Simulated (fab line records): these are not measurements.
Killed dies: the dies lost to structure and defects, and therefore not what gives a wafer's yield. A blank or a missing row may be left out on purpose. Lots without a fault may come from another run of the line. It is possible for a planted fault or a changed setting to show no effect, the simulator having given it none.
fab line records	flow sky130	part 1 of 2: steps 1 to 33 of 47
record: lots: 5	wafers: 15	last-day: 49
route steps=708 shown VT_ADJUST_LVTN@98 VT_ADJUST_NCORE@119 VT_ADJUST_HVTR@131 VT_ADJUST_PCH@143
lots untouched by any fault: they come from a run of this same line in which no faults occurred
start-h: hours from the record's first day to the start of the lot's first wafer shown	wait-h: hours from the lot's prior step to this one	" as in the row above	L1.1+2: a row that stands for several wafers	- no value, or no start was given	* or withheld: withheld	< > ~ a bound
route shown NAME@n: NAME is a module with steps in the file, n the number in the route of the first one	usual: the fault-free wafers' mean and standard deviation	same: alike in all rows	chamber/n: place in a boat	sites: per-site readings	_std_site: the values' standard deviation	_edge_site: inner sites' mean taken away from outer sites' mean	radius-mm: how far each site lies from the wafer's centre	mask NAME#n: copy n	behind: the last tool/chamber to shape the wafer	hold: cause of the lot's hold/its duration in hours/its outcome	device: transistor that didn't switch, given as n, p or np	end of line: tests run on the same wafers once the route is complete	for a step that has no rows: nothing shown but its recipe	killed: not the wafer's yield, but the dies lost to structure and defects at the first sort	map: a wafer's dies, x killed, . not, _ none there
set.NAME: the setting the step ran with; set.NAME@STEP: the setting that earlier step ran with	model.NAME: the simulator's own value behind a step, which no gauge read
a table for each step, a row for each wafer; lots at some steps of the route
services: when a tool's chamber went out of use (start-h, in hours from the record's first day, below 0 if earlier), for how many hours, and the reason
== steps ==
step: SKY_VT_ADJUST_LVTN_HMDS_01
recipe: prime-time-s: 60	prime-temp-c: 120
same: prime-time-s: 60
lot.wafer	tool	chamber	start-h	wait-h
L076.1+2+5	litho-track-02	0	155.55	0.1
L078.1+4+6	litho-track-04	0	158.99	0.1
L084.1+2+5	litho-track-02	0	193.35	0.1
L090.1+2+6	litho-track-01	0	231.23	0.1
L091.1+3+6	litho-track-04	0	239.94	0.1
step: SKY_VT_ADJUST_LVTN_COAT_02
recipe: spin-rpm: 2000	resist-thk-nm: 3000
lot.wafer	tool	chamber	start-h	wait-h
L076.1+2+5	litho-track-02	0	155.70	0.1
L078.1+4+6	litho-track-04	0	159.14	0.1
L084.1+2+5	litho-track-02	0	193.50	0.1
L090.1+2+6	litho-track-01	0	231.38	0.1
L091.1+3+6	litho-track-04	0	240.09	0.1
step: SKY_VT_ADJUST_LVTN_SOFTBAKE_03
recipe: temp-c: 110	time-s: withheld
lot.wafer	tool	chamber	start-h	wait-h
L076.1+2+5	litho-track-02	0	155.85	0.1
L078.1+4+6	litho-track-04	0	159.29	0.1
L084.1+2+5	litho-track-02	0	193.65	0.1
L090.1+2+6	litho-track-01	0	231.53	0.1
L091.1+3+6	litho-track-04	0	240.24	0.1
step: SKY_VT_ADJUST_LVTN_EXPOSE_04
recipe: mask-id: NWM_COMPLEMENT_LESS_NATIVE	na: 0.6	source-shape: conventional	sigma-outer: 0.6	polarization: unpolarized	target-cd-nm: 840	dose-mj: 194
lot.wafer	tool	chamber	start-h	wait-h	mask
L076.1+2+5	iline-stepper-02	0	-	-	NWM_COMPLEMENT_LESS_NATIVE#0
L078.1+4+6	iline-stepper-01	0	-	-	NWM_COMPLEMENT_LESS_NATIVE#0
L084.1+2+5	iline-stepper-01	0	-	-	NWM_COMPLEMENT_LESS_NATIVE#0
L090.1+2+6	iline-stepper-01	0	-	-	NWM_COMPLEMENT_LESS_NATIVE#0
L091.1+3+6	iline-stepper-02	0	-	-	NWM_COMPLEMENT_LESS_NATIVE#0
step: SKY_VT_ADJUST_LVTN_PEB_05
recipe: temp-c: 115	time-s: withheld
lot.wafer	tool	chamber	start-h	wait-h
L076.1+2+5	litho-track-02	0	-	-
L078.1+4+6	litho-track-02	0	-	-
L084.1+2+5	litho-track-02	0	-	-
L090.1+2+6	litho-track-04	0	-	-
L091.1+3+6	litho-track-04	0	-	-
step: SKY_VT_ADJUST_LVTN_DEVELOP_06
recipe: wall-angle-deg: 90	developer: TMAH	develop-time-s: 60	dev-temp-c: 23
lot.wafer	tool	chamber	start-h	wait-h
L076.1+2+5	litho-track-02	0	-	-
L078.1+4+6	litho-track-02	0	-	-
L084.1+2+5	litho-track-02	0	-	-
L090.1+2+6	litho-track-04	0	-	-
L091.1+3+6	litho-track-04	0	-	-
step: SKY_VT_ADJUST_LVTN_OVL_MEAS_07
usual: VT_ADJUST_LVTN_OVL: -0.2/1.6
lot.wafer	tool	chamber	start-h	wait-h	VT_ADJUST_LVTN_OVL[nm]
L076.1	overlay-02	-	165.60	-	-6.2
L076.2	"	-	"	"	-5.0
L076.5	"	-	"	"	-3.3
L078.1	overlay-02	-	168.90	-	-1.0
L078.4	"	-	"	"	-0.5
L078.6	"	-	"	"	-0.4
L084.1	overlay-01	-	204.85	-	-0.3
L084.2	"	-	"	"	1.3
L084.5	"	-	"	"	0.7
L090.1	overlay-01	-	242.99	-	1.1
L090.2	"	-	"	"	-0.8
L090.6	"	-	"	"	-0.5
L091.1	overlay-01	-	251.99	-	0.2
L091.3	"	-	"	"	0.3
L091.6	"	-	"	"	-2.1
step: SKY_VT_ADJUST_LVTN_IMPLANT_08
recipe: species: B	energy-kev: 30	dose-cm2: 1.57e+12	tilt-deg: withheld
usual: beam-on-s: 9.98/0.21
lot.wafer	tool	chamber	start-h	wait-h	beam-on-s
L076.1	implanter-03	0	165.64	0.0	9.94
L076.2	"	0	"	"	10.26
L076.5	"	0	"	"	9.92
L078.1	implanter-01	0	168.94	0.0	9.59
L078.4	"	0	"	"	9.62
L078.6	"	0	"	"	9.76
L084.1	implanter-03	0	204.89	0.0	9.82
L084.2	"	0	"	"	9.60
L084.5	"	0	"	"	9.87
L090.1	implanter-01	0	243.02	0.0	10.11
L090.2	"	0	"	"	10.14
L090.6	"	0	"	"	10.15
L091.1	implanter-01	0	252.02	0.0	10.00
L091.3	"	0	"	"	10.15
L091.6	"	0	"	"	9.71
step: SKY_VT_ADJUST_LVTN_STRIP_09
recipe: chemistry: O2/N2	power-w: 1400	pressure-mtorr: 1500	platen-temp-c: withheld	o2-flow-sccm: 3000	n2-flow-sccm: 300	overash-fraction: 0.5
usual: drypump-motor-current-A: 5.7/0.45	oes-product-au: 0.722/0.0049	strip-time-to-endpoint-s: 36.91/0.1
lot.wafer	tool	chamber	start-h	wait-h	drypump-motor-current-A	oes-product-au	rf-hours-counter-h	strip-time-to-endpoint-s
L076.1	plasma-asher-04	0	165.79	0.1	6.1	0.720	35	36.90
L076.2	"	1	"	"	6.1	0.719	35	36.87
L076.5	"	0	"	"	6.1	0.727	-	36.81
L078.1	plasma-asher-01	0	169.09	0.1	5.7	0.725	49	37.00
L078.4	"	0	"	"	5.7	0.724	-	36.76
L078.6	"	0	"	"	5.8	0.719	-	36.98
L084.1	plasma-asher-03	0	205.04	0.1	5.3	0.723	8	36.77
L084.2	"	1	"	"	5.9	0.724	8	36.82
L084.5	"	0	"	"	5.3	0.726	-	36.88
L090.1	plasma-asher-04	0	243.17	0.1	6.1	0.716	43	36.81
L090.2	"	1	"	"	6.1	0.711	43	36.76
L090.6	"	0	"	"	6.1	0.720	-	36.71
L091.1	plasma-asher-01	1	252.17	0.1	4.9	0.724	57	37.09
L091.3	"	0	"	"	5.7	0.718	-	37.08
L091.6	"	0	"	"	5.7	0.716	-	37.05
step: SKY_VT_ADJUST_LVTN_TW_MEAS_10
usual: VT_ADJUST_LVTN_TW: 243.0/2.8
lot.wafer	tool	chamber	start-h	wait-h	VT_ADJUST_LVTN_TW
L076.1	film-metro-04	-	165.89	0.1	239.8
L076.2	"	-	"	"	238.0
L076.5	"	-	"	"	240.0
L078.1	film-metro-01	-	169.19	0.1	246.4
L078.4	"	-	"	"	246.1
L078.6	"	-	"	"	246.6
L084.1	film-metro-01	-	205.14	0.1	246.9
L084.2	"	-	"	"	247.6
L084.5	"	-	"	"	246.1
L090.1	film-metro-03	-	243.27	0.1	242.1
L090.2	"	-	"	"	242.4
L090.6	"	-	"	"	242.9
L091.1	film-metro-04	-	252.27	0.1	240.1
L091.3	"	-	"	"	241.1
L091.6	"	-	"	"	240.3
step: SKY_VT_ADJUST_LVTN_DEHYDRATE_11
recipe: temp-c: 200	time-s: 60
lot.wafer	tool	chamber	start-h	wait-h
L076.1+2+5	litho-track-01	0	175.08	9.2
L078.1+4+6	litho-track-02	0	178.35	9.2
L084.1+2+5	litho-track-04	0	215.44	10.3
L090.1+2+6	litho-track-02	0	253.90	10.6
L091.1+3+6	litho-track-04	0	263.83	11.6
step: SKY_VT_ADJUST_LVTN_HMDS_12
recipe: prime-time-s: 60	prime-temp-c: 120
same: prime-time-s: 60
lot.wafer	tool	chamber	start-h	wait-h
L076.1+2+5	litho-track-01	0	175.23	0.1
L078.1+4+6	litho-track-02	0	178.50	0.1
L084.1+2+5	litho-track-04	0	215.59	0.1
L090.1+2+6	litho-track-02	0	254.05	0.1
L091.1+3+6	litho-track-04	0	263.98	0.1
step: SKY_VT_ADJUST_LVTN_COAT_13
recipe: resist: NOVOLAK	spin-rpm: 3000	resist-thk-nm: 1140
lot.wafer	tool	chamber	start-h	wait-h
L076.1+2+5	litho-track-01	0	175.38	0.1
L078.1+4+6	litho-track-02	0	178.65	0.1
L084.1+2+5	litho-track-04	0	215.74	0.1
L090.1+2+6	litho-track-02	0	254.20	0.1
L091.1+3+6	litho-track-04	0	264.13	0.1
step: SKY_VT_ADJUST_LVTN_SOFTBAKE_14
recipe: temp-c: 90	time-s: 60	resist: NOVOLAK
lot.wafer	tool	chamber	start-h	wait-h
L076.1+2+5	litho-track-01	0	175.53	0.1
L078.1+4+6	litho-track-02	0	178.80	0.1
L084.1+2+5	litho-track-04	0	215.89	0.1
L090.1+2+6	litho-track-02	0	254.35	0.1
L091.1+3+6	litho-track-04	0	264.28	0.1
step: SKY_VT_ADJUST_LVTN_EXPOSE_15
recipe: mask-id: HVN_STD_DERIVED	na: 0.6	source-shape: conventional	sigma-outer: 0.6	polarization: unpolarized	target-cd-nm: 600	dose-mj: 163
lot.wafer	tool	chamber	start-h	wait-h	mask
L076.1+2+5	iline-stepper-01	0	-	-	HVN_STD_DERIVED#0
L078.1+4+6	iline-stepper-02	0	-	-	HVN_STD_DERIVED#0
L084.1+2+5	iline-stepper-02	0	-	-	HVN_STD_DERIVED#0
L090.1+2+6	iline-stepper-02	0	-	-	HVN_STD_DERIVED#0
L091.1+3+6	iline-stepper-01	0	-	-	HVN_STD_DERIVED#0
step: SKY_VT_ADJUST_LVTN_PEB_16
recipe: temp-c: withheld	time-s: *	resist: NOVOLAK
lot.wafer	tool	chamber	start-h	wait-h
L076.1+2+5	litho-track-01	0	-	-
L078.1+4+6	litho-track-02	0	-	-
L084.1+2+5	litho-track-04	0	-	-
L090.1+2+6	litho-track-02	0	-	-
L091.1+3+6	litho-track-01	0	-	-
step: SKY_VT_ADJUST_LVTN_DEVELOP_17
recipe: resist: NOVOLAK	developer: TMAH	develop-time-s: 60	dev-temp-c: 23
lot.wafer	tool	chamber	start-h	wait-h
L076.1+2+5	litho-track-01	0	185.78	0.1
L078.1+4+6	litho-track-02	0	188.75	0.1
L084.1+2+5	litho-track-04	0	226.39	0.1
L090.1+2+6	litho-track-02	0	267.20	0.1
L091.1+3+6	litho-track-01	0	276.58	0.1
step: SKY_VT_ADJUST_LVTN_OVL_MEAS_18
usual: VT_ADJUST_LVTN_01_OVL: 0.0/1.7
lot.wafer	tool	chamber	start-h	wait-h	VT_ADJUST_LVTN_01_OVL[nm]
L076.1	overlay-01	-	185.93	0.1	1.1
L076.2	"	-	"	"	1.5
L076.5	"	-	"	"	2.0
L078.1	overlay-01	-	188.90	0.1	0.1
L078.4	"	-	"	"	0.7
L078.6	"	-	"	"	2.3
L084.1	overlay-02	-	226.54	0.1	0.2
L084.2	"	-	"	"	2.2
L084.5	"	-	"	"	0.6
L090.1	overlay-02	-	267.35	0.1	-0.7
L090.2	"	-	"	"	0.8
L090.6	"	-	"	"	0.2
L091.1	overlay-01	-	276.73	0.1	-1.0
L091.3	"	-	"	"	-1.7
L091.6	"	-	"	"	-0.3
step: SKY_VT_ADJUST_LVTN_IMPLANT_19
recipe: species: B	energy-kev: 30	dose-cm2: 6.5e+11	tilt-deg: withheld
usual: beam-on-s: 10.02/0.18
lot.wafer	tool	chamber	start-h	wait-h	beam-on-s
L076.1	implanter-01	0	185.97	0.0	9.64
L076.2	"	0	"	"	9.91
L076.5	"	0	"	"	9.97
L078.1	implanter-01	0	188.94	0.0	9.92
L078.4	"	0	"	"	9.87
L078.6	"	0	"	"	9.82
L084.1	implanter-03	0	226.57	0.0	9.96
L084.2	"	0	"	"	10.00
L084.5	"	0	"	"	10.05
L090.1	implanter-01	0	267.38	0.0	9.79
L090.2	"	0	"	"	10.02
L090.6	"	0	"	"	9.70
L091.1	implanter-03	0	276.77	0.0	9.93
L091.3	"	0	"	"	10.10
L091.6	"	0	"	"	9.85
step: SKY_VT_ADJUST_LVTN_STRIP_20
recipe: chemistry: O2/N2	power-w: 1400	pressure-mtorr: 1500	platen-temp-c: withheld	o2-flow-sccm: 3000	n2-flow-sccm: 300	overash-fraction: 0.5
usual: drypump-motor-current-A: 5.6/0.46	oes-product-au: 0.715/0.0049	strip-time-to-endpoint-s: 14.20/0.047
lot.wafer	tool	chamber	start-h	wait-h	drypump-motor-current-A	oes-product-au	rf-hours-counter-h	strip-time-to-endpoint-s
L076.1	plasma-asher-01	1	186.12	0.1	5.0	0.713	50	14.23
L076.2	"	0	"	"	5.7	0.715	50	14.23
L076.5	"	1	"	"	4.9	0.717	-	14.24
L078.1	plasma-asher-03	1	189.09	0.1	5.9	0.710	7	14.13
L078.4	"	0	"	"	5.3	0.717	-	14.15
L078.6	"	0	"	"	5.3	0.721	-	14.13
L084.1	plasma-asher-01	1	226.72	0.1	5.0	0.711	54	14.26
L084.2	"	0	"	"	5.7	0.707	54	14.19
L084.5	"	0	"	"	5.7	0.715	-	14.23
L090.1	plasma-asher-04	1	267.53	0.1	6.1	0.711	45	14.26
L090.2	"	0	"	"	6.1	0.711	45	14.21
L090.6	"	0	"	"	6.1	0.707	-	14.20
L091.1	plasma-asher-01	0	276.92	0.1	5.7	0.718	58	14.18
L091.3	"	1	"	"	4.9	0.724	-	14.22
L091.6	"	1	"	"	4.9	0.715	-	14.25
step: SKY_VT_ADJUST_LVTN_TW_MEAS_21
usual: VT_ADJUST_LVTN_2_TW: 189.8/2.2
lot.wafer	tool	chamber	start-h	wait-h	VT_ADJUST_LVTN_2_TW
L076.1	film-metro-03	-	186.22	0.1	188.2
L076.2	"	-	"	"	188.5
L076.5	"	-	"	"	187.3
L078.1	film-metro-03	-	189.19	0.1	189.2
L078.4	"	-	"	"	188.1
L078.6	"	-	"	"	187.4
L084.1	film-metro-01	-	226.82	0.1	191.3
L084.2	"	-	"	"	192.0
L084.5	"	-	"	"	191.3
L090.1	film-metro-04	-	267.63	0.1	187.9
L090.2	"	-	"	"	187.6
L090.6	"	-	"	"	188.5
L091.1	film-metro-04	-	277.02	0.1	187.9
L091.3	"	-	"	"	188.4
L091.6	"	-	"	"	188.2
step: SKY_VT_ADJUST_NCORE_DEHYDRATE_00
recipe: temp-c: 200	time-s: 59.08
lot.wafer	tool	chamber	start-h	wait-h
L076.1+2+5	litho-track-04	0	196.34	10.1
L078.1+4+6	litho-track-04	0	199.44	10.2
L084.1+2+5	litho-track-03	0	237.36	10.5
L090.1+2+6	litho-track-02	0	279.00	11.4
L091.1+3+6	litho-track-03	0	289.31	12.3
step: SKY_VT_ADJUST_NCORE_HMDS_01
recipe: prime-time-s: 60	prime-temp-c: 120
same: prime-time-s: 60
lot.wafer	tool	chamber	start-h	wait-h
L076.1+2+5	litho-track-04	0	196.49	0.1
L078.1+4+6	litho-track-04	0	199.59	0.1
L084.1+2+5	litho-track-03	0	237.51	0.1
L090.1+2+6	litho-track-02	0	279.15	0.1
L091.1+3+6	litho-track-03	0	289.46	0.1
step: SKY_VT_ADJUST_NCORE_COAT_02
recipe: resist: NOVOLAK	spin-rpm: 3000	resist-thk-nm: 1140
lot.wafer	tool	chamber	start-h	wait-h
L076.1+2+5	litho-track-04	0	196.64	0.1
L078.1+4+6	litho-track-04	0	199.74	0.1
L084.1+2+5	litho-track-03	0	237.66	0.1
L090.1+2+6	litho-track-02	0	279.30	0.1
L091.1+3+6	litho-track-03	0	289.61	0.1
step: SKY_VT_ADJUST_NCORE_SOFTBAKE_03
recipe: temp-c: 90	time-s: 60	resist: NOVOLAK
lot.wafer	tool	chamber	start-h	wait-h
L076.1+2+5	litho-track-04	0	196.79	0.1
L078.1+4+6	litho-track-04	0	199.89	0.1
L084.1+2+5	litho-track-03	0	237.81	0.1
L090.1+2+6	litho-track-02	0	279.45	0.1
L091.1+3+6	litho-track-03	0	289.76	0.1
step: SKY_VT_ADJUST_NCORE_EXPOSE_04
recipe: mask-id: LVTN_COMPLEMENT_THIN	na: 0.6	source-shape: conventional	sigma-outer: 0.6	polarization: unpolarized	target-cd-nm: 380	dose-mj: 139
lot.wafer	tool	chamber	start-h	wait-h	mask
L076.1+2+5	iline-stepper-01	0	-	-	LVTN_COMPLEMENT_THIN#0
L078.1+4+6	iline-stepper-02	0	-	-	LVTN_COMPLEMENT_THIN#0
L084.1+2+5	iline-stepper-02	0	-	-	LVTN_COMPLEMENT_THIN#0
L090.1+2+6	iline-stepper-02	0	-	-	LVTN_COMPLEMENT_THIN#0
L091.1+3+6	iline-stepper-02	0	-	-	LVTN_COMPLEMENT_THIN#0
step: SKY_VT_ADJUST_NCORE_PEB_05
recipe: temp-c: withheld	time-s: *	resist: NOVOLAK
lot.wafer	tool	chamber	start-h	wait-h
L076.1+2+5	litho-track-03	0	-	-
L078.1+4+6	litho-track-04	0	-	-
L084.1+2+5	litho-track-04	0	-	-
L090.1+2+6	litho-track-04	0	-	-
L091.1+3+6	litho-track-04	0	-	-
step: SKY_VT_ADJUST_NCORE_DEVELOP_06
recipe: resist: NOVOLAK	developer: TMAH	develop-time-s: 60	dev-temp-c: 23
lot.wafer	tool	chamber	start-h	wait-h
L076.1+2+5	litho-track-03	0	207.21	0.1
L078.1+4+6	litho-track-04	0	210.09	0.1
L084.1+2+5	litho-track-04	0	248.84	0.1
L090.1+2+6	litho-track-04	0	291.78	0.1
L091.1+3+6	litho-track-04	0	301.88	0.1
step: SKY_VT_ADJUST_NCORE_CD_MEAS_07
recipe: target-cd-nm: 380
usual: cd-nm: 379.3/2.5
lot.wafer	tool	chamber	start-h	wait-h	cd-nm
L076.1	cd-sem-01	-	207.36	0.1	376.9
L076.2	"	-	"	"	377.3
L076.5	"	-	"	"	379.5
L078.1	cd-sem-01	-	210.24	0.1	381.9
L078.4	"	-	"	"	381.1
L078.6	"	-	"	"	382.0
L084.1	cd-sem-01	-	248.99	0.1	377.0
L084.2	"	-	"	"	377.9
L084.5	"	-	"	"	378.0
L090.1	cd-sem-02	-	291.93	0.1	377.8
L090.2	"	-	"	"	376.8
L090.6	"	-	"	"	375.2
L091.1	cd-sem-02	-	302.03	0.1	380.1
L091.3	"	-	"	"	380.8
L091.6	"	-	"	"	382.2
step: SKY_VT_ADJUST_NCORE_OVL_MEAS_08
usual: VT_ADJUST_NCORE_OVL: -0.1/1.4
lot.wafer	tool	chamber	start-h	wait-h	VT_ADJUST_NCORE_OVL[nm]
L076.1	overlay-02	-	207.48	0.1	-1.2
L076.2	"	-	"	"	-2.6
L076.5	"	-	"	"	-3.2
L078.1	overlay-02	-	210.36	0.1	0.2
L078.4	"	-	"	"	-1.7
L078.6	"	-	"	"	-1.6
L084.1	overlay-01	-	249.11	0.1	-1.5
L084.2	"	-	"	"	0.2
L084.5	"	-	"	"	-1.2
L090.1	overlay-01	-	292.05	0.1	-0.6
L090.2	"	-	"	"	0.0
L090.6	"	-	"	"	0.9
L091.1	overlay-02	-	302.15	0.1	-2.8
L091.3	"	-	"	"	-1.6
L091.6	"	-	"	"	-1.0
step: SKY_VT_ADJUST_NCORE_IMPLANT_09
recipe: species: B	energy-kev: 10	dose-cm2: 2.4e+12	tilt-deg: withheld
usual: beam-on-s: 10.02/0.2
lot.wafer	tool	chamber	start-h	wait-h	beam-on-s
L076.1	implanter-03	0	207.52	0.0	9.87
L076.2	"	0	"	"	9.77
L076.5	"	0	"	"	9.99
L078.1	implanter-03	0	210.39	0.0	10.07
L078.4	"	0	"	"	9.84
L078.6	"	0	"	"	9.77
L084.1	implanter-03	0	249.14	0.0	10.15
L084.2	"	0	"	"	10.05
L084.5	"	0	"	"	9.63
L090.1	implanter-04	0	292.09	0.0	9.90
L090.2	"	0	"	"	10.18
L090.6	"	0	"	"	10.21
L091.1	implanter-04	0	302.19	0.0	9.99
L091.3	"	0	"	"	10.38
L091.6	"	0	"	"	9.91
step: SKY_VT_ADJUST_NCORE_STRIP_10
recipe: chemistry: O2/N2	power-w: 1400	pressure-mtorr: 1500	platen-temp-c: withheld	o2-flow-sccm: 3000	n2-flow-sccm: 300	overash-fraction: 0.5
usual: drypump-motor-current-A: 5.6/0.38	oes-product-au: 0.716/0.0051	strip-time-to-endpoint-s: 14.22/0.033
lot.wafer	tool	chamber	start-h	wait-h	drypump-motor-current-A	oes-product-au	rf-hours-counter-h	strip-time-to-endpoint-s
L076.1	plasma-asher-03	0	207.67	0.1	5.3	0.706	9	14.22
L076.2	"	1	"	"	5.9	0.718	9	14.18
L076.5	"	0	"	"	5.3	0.719	-	14.18
L078.1	plasma-asher-04	0	210.54	0.1	6.1	0.722	40	14.22
L078.4	"	0	"	"	6.1	0.714	-	14.19
L078.6	"	0	"	"	6.1	0.716	-	14.19
L084.1	plasma-asher-02	0	249.29	0.1	5.1	0.717	55	14.22
L084.2	"	1	"	"	5.4	0.720	55	14.17
L084.5	"	0	"	"	5.1	0.720	-	14.25
L090.1	plasma-asher-02	1	292.24	0.1	5.4	0.716	60	14.27
L090.2	"	0	"	"	5.1	0.719	60	14.26
L090.6	"	1	"	"	5.4	0.722	-	14.24
L091.1	plasma-asher-03	1	302.34	0.1	5.9	0.714	18	14.22
L091.3	"	1	"	"	5.9	0.722	-	14.23
L091.6	"	1	"	"	5.9	0.723	-	14.18
step: SKY_VT_ADJUST_NCORE_TW_MEAS_11
usual: VT_ADJUST_NCORE_TW: 219.6/1.1
lot.wafer	tool	chamber	start-h	wait-h	VT_ADJUST_NCORE_TW
L076.1	film-metro-03	-	207.77	0.1	218.4
L076.2	"	-	"	"	219.7
L076.5	"	-	"	"	218.1
L078.1	film-metro-02	-	210.64	0.1	223.1
L078.4	"	-	"	"	221.8
L078.6	"	-	"	"	220.1
L084.1	film-metro-02	-	249.39	0.1	220.0
L084.2	"	-	"	"	219.6
L084.5	"	-	"	"	219.5
L090.1	film-metro-04	-	292.34	0.1	220.7
L090.2	"	-	"	"	219.1
L090.6	"	-	"	"	219.4
L091.1	film-metro-03	-	302.44	0.1	221.1
L091.3	"	-	"	"	219.9
L091.6	"	-	"	"	220.3
